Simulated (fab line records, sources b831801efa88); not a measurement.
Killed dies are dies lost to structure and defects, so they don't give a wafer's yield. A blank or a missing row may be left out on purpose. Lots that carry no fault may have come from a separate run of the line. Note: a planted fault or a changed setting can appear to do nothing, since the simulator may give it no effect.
A lot that was struck, set against a sound lot + flow gf180mcu + 16 out of 602 route steps
Sound: the wafers L270.2, L270.4, L270.6. Struck: wafer L279.5. (L279.2, L279.6 of the same lot were not struck and are left out.) The cause comes at the end.
For every step that has rows: the tool of each side, followed by ch and its chambers, followed by its first start. Under that, the readings that differ: sound wafers + struck wafers + difference of the means + sigmas: that difference in standard deviations of wafers without a fault.
alike: words and numbers the same on both sides, and readings whose means are apart by under 2 such deviations; not compared: readings that were withheld, readings missing a value for some wafer, numbers with overlapping values and no deviation given by the record, and bounds like >300 which may hide the same value.
The two part at a step that has a row with sigmas, a row that says differs or no value, or rows on one side only. Numbers that don't overlap but have no deviation are shown without sigmas and don't part them. A reading missing from all wafers of one side parts the sides only when that side holds two or more wafers.

GF_M3_SPUTTER_04: material TiN, target thk 50 nm, time 41.7 s.
  sound: pvdSputter-03 at day 22 20:56; struck: pvdSputter-01 at day 25 15:36
  alike: throttleValvePct
GF_M3_RS_MEAS_05: measures by four-point-probe.
  sound: filmMetro-02 at day 22 20:59; struck: filmMetro-01 at day 25 15:40
| reading             | sound                | struck | difference | sigmas |
|---------------------|----------------------|--------|------------|--------|
| M3_ALCU_RS (ohm/sq) | 0.0688 0.0693 0.0697 | 0.0712 | +0.0019    | +2     |
GF_M3_THK_MEAS_06: measures by xrf.
  sound: filmMetro-02 at day 22 21:06; struck: filmMetro-01 at day 25 15:46
  alike: M3_ALCU_THK
then, 7 steps without rows for these wafers: GF_M3_DEHYDRATE_07 (time 60 s); GF_M3_HMDS_08 (prime time 60 s); GF_M3_COAT_09 (resist thk 1000 nm); GF_M3_SOFTBAKE_10 (time 60 s); GF_M3_EXPOSE_11 (exposes mask Metal3, target cd 280 nm); GF_M3_PEB_12 (peb time 90 s); GF_M3_DEVELOP_13 (develop time 60 s).
GF_M3_CD_MEAS_14 targets a cd of 280 nm.
  sound: cdSem-02 at day 23 18:51; struck: cdSem-01 at day 26 12:20
| reading   | sound             | struck | difference | sigmas |
|-----------|-------------------|--------|------------|--------|
| cdNm (nm) | 283.1 282.1 282.4 | 279.9  | -2.6       | -2     |
GF_M3_OVL_MEAS_15:
  sound: overlay-02 at day 23 18:57; struck: overlay-01 at day 26 12:26
  alike: M3_OVL
GF_M3_METAL_ETCH_16: etches the open film in Cl2/BCl3, stops on SiO2, target depth 627.5 nm, time 104.6 s.
  sound on rieMetal-04 ch 0,1, day 23 18:59; struck on rieMetal-02 ch 1, day 26 12:28
| reading                            | sound             | struck | difference | sigmas |
|------------------------------------|-------------------|--------|------------|--------|
| rfFwdPowerW (W)                    | 799.5 794.6 794.9 | 927.8  | +131.5     | +51    |
| model.KrF_of_M3_COAT_09.thkNm (nm) | 739.1 741.5 744.6 | 692.5  | -49.2      |        |
  alike: bcl3FlowSccm, drypumpMotorCurrentA, oesProductAu, throttleValvePct
  not compared: rfHoursCounterH
GF_M3_STRIP_17: strips in O2/N2.
  sound on plasmaAsher-01 ch 0,1, day 23 19:05; struck on plasmaAsher-03 ch 0, day 26 12:35
| reading                  | sound             | struck | difference | sigmas |
|--------------------------|-------------------|--------|------------|--------|
| heaterPowerW (W)         | 299 336 297       | 370    | +59        | +2     |
| oesProductAu (a.u.)      | 0.552 0.558 0.566 | 0.546  | -0.013     | -2     |
| stripTimeToEndpointS (s) | 7.91 7.93 7.98    | 7.47   | -0.47      | -8     |
  alike: drypumpMotorCurrentA
  not compared: rfHoursCounterH
then, 1 step without rows for these wafers: GF_M3_STRIP_18 (strips in post etch residue remover, time 1200 s).
GF_PASSIVATION_PROBE_99:
  the record holds rows for the sound wafers here (prober-01, day 31 01:07) but none for the struck ones

== WHERE THEY PART ==
First at GF_M3_RS_MEAS_05; last, within this record, at GF_PASSIVATION_PROBE_99.

WHY: what had been put in by the simulator
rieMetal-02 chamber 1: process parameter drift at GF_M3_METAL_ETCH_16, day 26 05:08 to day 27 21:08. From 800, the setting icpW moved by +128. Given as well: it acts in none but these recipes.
